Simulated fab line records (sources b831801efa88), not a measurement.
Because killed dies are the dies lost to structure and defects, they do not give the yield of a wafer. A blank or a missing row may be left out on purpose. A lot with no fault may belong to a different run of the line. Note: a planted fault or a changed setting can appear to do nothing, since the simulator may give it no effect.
Matching of chambers || flow sky130 || SKY_VIA4_ETCH_12 on rieDiel-04: 4 sister chambers
The step etches SiO2 in C4F8/O2/Ar, stops on TiN, target depth 580 nm. 14 wafers are shown with their chamber, then 7 later ones without.

## WAFERS PAIRED WITH THEIR CHAMBERS
{"wafer": "L076.1", "chamber": 2, "oesProductAu (a.u.)": 0.925}
{"wafer": "L076.3", "chamber": 3, "oesProductAu (a.u.)": 0.932}
{"wafer": "L076.6", "chamber": 0, "oesProductAu (a.u.)": 0.931}
{"wafer": "L078.1", "chamber": 2, "oesProductAu (a.u.)": 0.932}
{"wafer": "L078.2", "chamber": 1, "oesProductAu (a.u.)": 0.931}
{"wafer": "L078.3", "chamber": 0, "oesProductAu (a.u.)": 0.931}
{"wafer": "L078.4", "chamber": 3, "oesProductAu (a.u.)": 0.920}
{"wafer": "L078.5", "chamber": 1, "oesProductAu (a.u.)": 0.925}
{"wafer": "L078.6", "chamber": 2, "oesProductAu (a.u.)": 0.927}
{"wafer": "L089.2", "chamber": 1, "oesProductAu (a.u.)": 0.925}
{"wafer": "L089.3", "chamber": 3, "oesProductAu (a.u.)": 0.926}
{"wafer": "L089.4", "chamber": 2, "oesProductAu (a.u.)": 0.924}
{"wafer": "L087.1", "chamber": 0, "oesProductAu (a.u.)": 0.922}
{"wafer": "L087.3", "chamber": 1, "oesProductAu (a.u.)": 0.926}

SIGNATURES (means of the wafers above)
{"reading": "oesProductAu", "chamber 0": 0.92800, "chamber 1": 0.92675, "chamber 2": 0.92700, "chamber 3": 0.92600, "scatter within a chamber": 0.00434}
Rule: for a wafer and a chamber, the distance is found by dividing, reading by reading, the gap between the wafer's reading and the chamber's mean by the reading's scatter, squaring, summing and taking the root. If the next closest chamber is less than 2 further off than the closest, the wafer can't be placed; otherwise it belongs to the closest. The scatter: the root of (the sum of the squares of (reading less its chamber's mean) over the shown wafers, divided by (wafers less chambers)).

## WAFERS WHOSE CHAMBER IS MISSING
{"wafer": "L087.4", "oesProductAu (a.u.)": 0.932}
{"wafer": "L090.2", "oesProductAu (a.u.)": 0.929}
{"wafer": "L090.3", "oesProductAu (a.u.)": 0.939}
{"wafer": "L090.4", "oesProductAu (a.u.)": 0.926}
{"wafer": "L094.2", "oesProductAu (a.u.)": 0.927}
{"wafer": "L094.3", "oesProductAu (a.u.)": 0.919}
{"wafer": "L094.6", "oesProductAu (a.u.)": 0.925}

## WHICH CHAMBER EACH WENT THROUGH
{"wafer": "L087.4", "from the rows above": "can't be placed: 0 or 2 or 1 or 3", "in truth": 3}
{"wafer": "L090.2", "from the rows above": "can't be placed: 0 or 2 or 1 or 3", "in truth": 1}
{"wafer": "L090.3", "from the rows above": "can't be placed: 0 or 2 or 1 or 3", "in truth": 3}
{"wafer": "L090.4", "from the rows above": "can't be placed: 3 or 1 or 2 or 0", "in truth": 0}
{"wafer": "L094.2", "from the rows above": "can't be placed: 2 or 1 or 0 or 3", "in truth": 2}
{"wafer": "L094.3", "from the rows above": "can't be placed: 3 or 1 or 2 or 0", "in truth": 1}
{"wafer": "L094.6", "from the rows above": "can't be placed: 3 or 1 or 2 or 0", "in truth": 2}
Correct placement for 0 of the 7. Not placeable from these rows: 7 (in 7, the candidates include the true chamber). 0 placed wrongly.
